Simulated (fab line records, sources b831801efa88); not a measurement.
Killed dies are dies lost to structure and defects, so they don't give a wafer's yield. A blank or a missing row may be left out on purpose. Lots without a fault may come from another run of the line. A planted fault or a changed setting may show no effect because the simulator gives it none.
Which tool did it? | flow gf180mcu | 12 lots, 35 wafers sampled, at 4 steps of a route of 602

WHAT THE GAUGES READ, wafer by wafer
GF_V2_OVL_MEAS_15.
lot  | measured     | on         | V2_OVL (nm)
L151 | day 20 12:37 | overlay-02 | -2 -4 -12
L152 | day 21 02:15 | overlay-02 | -13 -11 -9
L158 | day 23 07:21 | overlay-02 | -3 -6 -2
L161 | day 24 02:18 | overlay-02 | -15 -7 -6
L163 | day 24 20:54 | overlay-01 | 0 -5 -4
L164 | day 24 23:25 | overlay-02 | -3 -3 -5
L166 | day 25 16:12 | overlay-01 | -6 -5 -5
L167 | day 26 03:16 | overlay-02 | -3 0 4
L168 | day 26 09:48 | overlay-01 | 0 -8 -5
L172 | day 27 05:31 | overlay-01 | -8 -7 2
L173 | day 27 08:48 | overlay-02 | 4 0
L174 | day 27 10:25 | overlay-01 | -1 -6 3

GF_V3_THK_MEAS_03.
lot  | measured     | on            | V3_CVD_02_THK (nm)
L151 | day 21 15:04 | film_metro-01 | 835 856 851
L152 | day 22 04:20 | film_metro-01 | 854 835 852
L158 | day 24 08:35 | film_metro-03 | 1473 1485 1501
L161 | day 25 03:22 | film_metro-01 | 1478 1474 1505
L163 | day 25 20:34 | film_metro-01 | 843 850 855
L164 | day 25 22:47 | film_metro-04 | 851 854 846
L166 | day 26 15:35 | film_metro-01 | 852 851 871
L167 | day 27 02:21 | film_metro-04 | 852 852 840
L168 | day 27 08:48 | film_metro-01 | 844 844 852
L172 | day 28 04:01 | film_metro-04 | 828 848 855
L173 | day 28 07:18 | film_metro-04 | 848 861
L174 | day 28 09:13 | film_metro-01 | 832 840 864

WHICH TOOL RAN EACH LOT (tool, then ch and the chambers of the sampled wafers, then the start)
lot  | GF_M2_SPUTTER_02             | GF_V3_CVD_02
L151 | pvd_sputter-02, day 18 11:14 | pecvd-02 ch 0,1, day 21 14:58
L152 | pvd_sputter-04, day 19 01:00 | pecvd-04 ch 0,1,2, day 22 04:16
L158 | pvd_sputter-04, day 21 07:46 | pecvd-04 ch 1,2, day 24 08:31
L161 | pvd_sputter-03, day 22 02:17 | pecvd-04 ch 1,2, day 25 03:18
L163 | pvd_sputter-04, day 22 22:48 | pecvd-02 ch 1,2, day 25 20:30
L164 | pvd_sputter-02, day 23 01:44 | pecvd-01 ch 0,1,2, day 25 22:43
L166 | pvd_sputter-02, day 23 20:08 | pecvd-01 ch 0,1,2, day 26 15:30
L167 | pvd_sputter-02, day 24 06:50 | pecvd-02 ch 0,1,2, day 27 02:17
L168 | pvd_sputter-02, day 24 12:28 | pecvd-02 ch 0,2, day 27 08:44
L172 | pvd_sputter-02, day 25 10:14 | pecvd-02 ch 0,1, day 28 03:56
L173 | pvd_sputter-02, day 25 14:36 | pecvd-04 ch 1,2, day 28 07:14
L174 | pvd_sputter-03, day 25 16:11 | pecvd-04 ch 0,1,2, day 28 09:09
- GF_M2_SPUTTER_02: material AlCu, target thk 450 nm, time 23.9 s.
- GF_V3_CVD_02: deposits SiO2 from TEOS, target thk 850 nm, time 94.851 s.

WHAT THE TOOLS THEMSELVES READ (means of the sampled wafers that have a number; where no wafer has one, the mark that the record gives instead)
GF_M2_SPUTTER_02.
lot  | tool           | throttle_valve_pct (%)
L151 | pvd_sputter-02 | 31.2
L152 | pvd_sputter-04 | 29.4
L158 | pvd_sputter-04 | 28.5
L161 | pvd_sputter-03 | 29.5
L163 | pvd_sputter-04 | 28.6
L164 | pvd_sputter-02 | 31.3
L166 | pvd_sputter-02 | 30.9
L167 | pvd_sputter-02 | 31.7
L168 | pvd_sputter-02 | 31.6
L172 | pvd_sputter-02 | 31.8
L173 | pvd_sputter-02 | 31.4
L174 | pvd_sputter-03 | 29.5

GF_V3_CVD_02.
lot  | tool     | heater_power_outer_w (W) | heater_power_w (W) | susceptor_temp_C (C)
L151 | pecvd-02 | 359                      | 605                | 399.87
L152 | pecvd-04 | 415                      | 696                | 400.01
L158 | pecvd-04 | 410                      | 703                | 400.00
L161 | pecvd-04 | 456                      | 771                | 399.99
L163 | pecvd-02 | 448                      | 778                | 400.02
L164 | pecvd-01 | 412                      | 718                | 400.25
L166 | pecvd-01 | 389                      | 686                | 399.91
L167 | pecvd-02 | 379                      | 674                | 400.03
L168 | pecvd-02 | 349                      | 599                | 399.88
L172 | pecvd-02 | 342                      | 582                | 400.02
L173 | pecvd-04 | 403                      | 717                | 399.78
L174 | pecvd-04 | 383                      | 666                | 400.42

THE ANSWER, worked out from the rows above alone
Rule: what is usual is taken from the lots themselves. Put in order of their means at a reading, lots are off if they are a third of the lots or fewer, leave a main group of 4 or more, and stand apart from it by a gap of 3 or more times the standard deviation of the main group's means; of several such gaps the widest counts. A main group whose means are all the same, to the digits that the tables above print for the reading, isn't used. A lot without any number at a reading at which 4 lots or more have one is off too. The other lots that the step has rows for count as sound. The gauges are gone through in route order, then the tools' own readings, and for those a lot's mean is taken as printed above. The first step at which some lot is off is used, and at that step the reading that is off furthest; a lot without a number counts as furthest.
Off: L158, L161, at GF_V3_THK_MEAS_03 (V3_CVD_02_THK). The main group: mean 849 nm, standard deviation 4.1.
A tool fits if, at a process step before that reading, it ran every lot that is off, and no sound lot after the first of them. The gauges at GF_V3_THK_MEAS_03 are tried like those tools. None of those tried fits.

WHAT THE SIMULATOR HAD PUT IN
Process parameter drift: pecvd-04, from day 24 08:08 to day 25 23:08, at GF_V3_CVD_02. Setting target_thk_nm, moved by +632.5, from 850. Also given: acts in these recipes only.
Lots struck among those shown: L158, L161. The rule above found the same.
